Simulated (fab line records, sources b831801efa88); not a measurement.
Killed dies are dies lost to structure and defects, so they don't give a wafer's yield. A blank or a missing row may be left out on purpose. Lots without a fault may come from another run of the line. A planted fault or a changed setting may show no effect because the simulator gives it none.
Which tool did it? | flow gf180mcu | 6 lots, 18 wafers sampled, at 2 steps of a route of 602

WHAT THE GAUGES READ, wafer by wafer
GF_MVSD_OVL_MEAS_07.
lot  | measured    | on         | MVSD_OVL (nm)
L616 | day 4 21:17 | overlay-01 | -2.7 -2.0 -0.8
L619 | day 5 16:08 | overlay-01 | -2.0 -1.0 -0.5
L621 | day 6 02:44 | overlay-02 | 0.0 -0.3 0.4
L623 | day 6 15:07 | overlay-01 | 0.5 -0.7 0.7
L625 | day 7 00:50 | overlay-01 | -1.7 -0.8 1.2
L635 | day 9 12:28 | overlay-01 | -0.4 -0.5 -0.8

WHICH TOOL RAN EACH LOT (tool, then ch and the chambers of the sampled wafers, then the start)
lot  | GF_MVSD_EXPOSE_04
L616 | iline_stepper-01 ch 0, day 4 14:34
L619 | iline_stepper-01 ch 0, day 5 08:26
L621 | iline_stepper-01 ch 0, day 5 19:40
L623 | iline_stepper-01 ch 0, day 6 08:03
L625 | iline_stepper-01 ch 0, day 6 17:27
L635 | iline_stepper-02 ch 0, day 9 04:32
- GF_MVSD_EXPOSE_04: exposes mask MVSD, target cd 1000 nm.

THE ANSWER, worked out from the rows above alone
Rule: what is usual is taken from the lots themselves. Put in order of their means at a reading, lots are off if they are a third of the lots or fewer, leave a main group of 4 or more, and stand apart from it by a gap of 3 or more times the standard deviation of the main group's means; of several such gaps the widest counts. A main group whose means are all the same, to the digits that the tables above print for the reading, isn't used. A lot without any number at a reading at which 4 lots or more have one is off too. The other lots that the step has rows for count as sound.
No lot is off at any reading shown: from this, nothing can be told.

WHAT THE SIMULATOR HAD PUT IN
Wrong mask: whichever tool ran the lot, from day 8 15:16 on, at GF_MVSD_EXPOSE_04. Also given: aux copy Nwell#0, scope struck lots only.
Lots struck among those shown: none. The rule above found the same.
